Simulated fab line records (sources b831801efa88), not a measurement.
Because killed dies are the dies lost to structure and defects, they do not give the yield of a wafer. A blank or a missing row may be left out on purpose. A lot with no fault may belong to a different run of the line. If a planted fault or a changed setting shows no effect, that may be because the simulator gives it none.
What tool caused it? :: flow sfq-line :: 42 wafers from 14 lots sampled at 2 of the route's 325 steps

## WHAT THE GAUGES READ, wafer by wafer
SFQ_M5_OVL_MEAS_932. Usual: for M5_OVL the level is -1 nm and the standard deviation is 6.
lot: L437
measured: day 43 06:29
on: overlay-02
M5_OVL (nm): -11 1 -8
flag: 

lot: L439
measured: day 44 18:51
on: overlay-02
M5_OVL (nm): 0 1 -6
flag: 

lot: L440
measured: day 44 20:03
on: overlay-02
M5_OVL (nm): -5 0 -6
flag: 

lot: L443
measured: day 45 23:58
on: overlay-02
M5_OVL (nm): -9 2 -7
flag: 

lot: L444
measured: day 46 04:46
on: overlay-02
M5_OVL (nm): -9 0 -8
flag: 

lot: L445
measured: day 47 12:33
on: overlay-02
M5_OVL (nm): 10 4 -3
flag: 

lot: L446
measured: day 48 23:41
on: overlay-02
M5_OVL (nm): 6 8 5
flag: 

lot: L447
measured: day 50 14:05
on: overlay-02
M5_OVL (nm): 7 13 7
flag: 

lot: L448
measured: day 50 22:17
on: overlay-01
M5_OVL (nm): 7 3 3
flag: 

lot: L449
measured: day 51 16:02
on: overlay-02
M5_OVL (nm): 4 4 1
flag: 

lot: L450
measured: day 52 10:02
on: overlay-01
M5_OVL (nm): 2 -4 -9
flag: 

lot: L456
measured: day 57 02:59
on: overlay-01
M5_OVL (nm): -11 -8 -3
flag: 

lot: L458
measured: day 58 13:47
on: overlay-02
M5_OVL (nm): -2 0 -9
flag: 

lot: L459
measured: day 59 20:20
on: overlay-01
M5_OVL (nm): -1 -9 3
flag: 

## WHICH TOOL RAN EACH LOT (tool, then ch and the chambers of the sampled wafers, then the start)
lot: L437
SFQ_TRILAYER_JJ_CE_STRIP_STRIP_120: rie-metal-04 ch 0,1, day 40 09:59

lot: L439
SFQ_TRILAYER_JJ_CE_STRIP_STRIP_120: rie-metal-02 ch 0,1, day 41 17:05

lot: L440
SFQ_TRILAYER_JJ_CE_STRIP_STRIP_120: rie-metal-03 ch 0,1, day 41 19:29

lot: L443
SFQ_TRILAYER_JJ_CE_STRIP_STRIP_120: rie-metal-04 ch 0,1, day 42 19:44

lot: L444
SFQ_TRILAYER_JJ_CE_STRIP_STRIP_120: rie-metal-02 ch 0,1, day 43 01:02

lot: L445
SFQ_TRILAYER_JJ_CE_STRIP_STRIP_120: rie-metal-03 ch 0,1, day 44 05:41

lot: L446
SFQ_TRILAYER_JJ_CE_STRIP_STRIP_120: rie-metal-03 ch 0,1, day 45 05:14

lot: L447
SFQ_TRILAYER_JJ_CE_STRIP_STRIP_120: rie-metal-02 ch 0,1, day 46 10:20

lot: L448
SFQ_TRILAYER_JJ_CE_STRIP_STRIP_120: rie-metal-04 ch 0,1, day 46 16:29

lot: L449
SFQ_TRILAYER_JJ_CE_STRIP_STRIP_120: rie-metal-03 ch 0,1, day 47 07:56

lot: L450
SFQ_TRILAYER_JJ_CE_STRIP_STRIP_120: rie-metal-02 ch 0,1, day 48 01:17

lot: L456
SFQ_TRILAYER_JJ_CE_STRIP_STRIP_120: rie-metal-03 ch 0,1, day 51 19:13

lot: L458
SFQ_TRILAYER_JJ_CE_STRIP_STRIP_120: rie-metal-04 ch 0,1, day 53 06:25

lot: L459
SFQ_TRILAYER_JJ_CE_STRIP_STRIP_120: rie-metal-03 ch 0,1, day 54 11:35
- SFQ_TRILAYER_JJ_CE_STRIP_STRIP_120: strips in O2.

## WHAT THE TOOLS THEMSELVES READ (means of the sampled wafers that have a number; where no wafer has one, the mark that the record gives instead)
SFQ_TRILAYER_JJ_CE_STRIP_STRIP_120. Usual: drypump-motor-current-A 5.9 A, standard deviation 0.35; oes-product-au 1.000 a.u., standard deviation 0.0072.
lot: L437
tool: rie-metal-04
drypump-motor-current-A (A): 6.1
oes-product-au (a.u.): 1.000
flag: 

lot: L439
tool: rie-metal-02
drypump-motor-current-A (A): 5.8
oes-product-au (a.u.): 1.001
flag: 

lot: L440
tool: rie-metal-03
drypump-motor-current-A (A): 6.0
oes-product-au (a.u.): 0.997
flag: 

lot: L443
tool: rie-metal-04
drypump-motor-current-A (A): 6.1
oes-product-au (a.u.): 1.007
flag: 

lot: L444
tool: rie-metal-02
drypump-motor-current-A (A): 6.0
oes-product-au (a.u.): 1.001
flag: 

lot: L445
tool: rie-metal-03
drypump-motor-current-A (A): 5.9
oes-product-au (a.u.): 1.002
flag: 

lot: L446
tool: rie-metal-03
drypump-motor-current-A (A): 5.9
oes-product-au (a.u.): 1.003
flag: 

lot: L447
tool: rie-metal-02
drypump-motor-current-A (A): 5.8
oes-product-au (a.u.): 0.998
flag: 

lot: L448
tool: rie-metal-04
drypump-motor-current-A (A): 5.7
oes-product-au (a.u.): 1.004
flag: 

lot: L449
tool: rie-metal-03
drypump-motor-current-A (A): 5.9
oes-product-au (a.u.): 0.993
flag: 

lot: L450
tool: rie-metal-02
drypump-motor-current-A (A): 5.8
oes-product-au (a.u.): 0.986
flag: 

lot: L456
tool: rie-metal-03
drypump-motor-current-A (A): 5.9
oes-product-au (a.u.): 0.999
flag: 

lot: L458
tool: rie-metal-04
drypump-motor-current-A (A): 6.1
oes-product-au (a.u.): 0.997
flag: 

lot: L459
tool: rie-metal-03
drypump-motor-current-A (A): 5.9
oes-product-au (a.u.): 1.002
flag: 

## THE ANSWER, worked out from the rows above alone
Rule: take the mean of a lot's wafers that have a number; if it is more than 3 standard deviations from the usual mean, the lot is off. A lot without any number at a reading at which 4 lots or more have one is off too. Where the step has rows for the other lots, those lots are counted as sound. Order of review: gauges by route order, followed by the tools' own readings, for which a lot's mean as printed above is used. At the first step where some lot is off, the reading lying furthest off is the one used; lots without a number count as furthest.
No lot is off at any reading shown: from this, nothing can be told.

## WHAT THE SIMULATOR PUT IN
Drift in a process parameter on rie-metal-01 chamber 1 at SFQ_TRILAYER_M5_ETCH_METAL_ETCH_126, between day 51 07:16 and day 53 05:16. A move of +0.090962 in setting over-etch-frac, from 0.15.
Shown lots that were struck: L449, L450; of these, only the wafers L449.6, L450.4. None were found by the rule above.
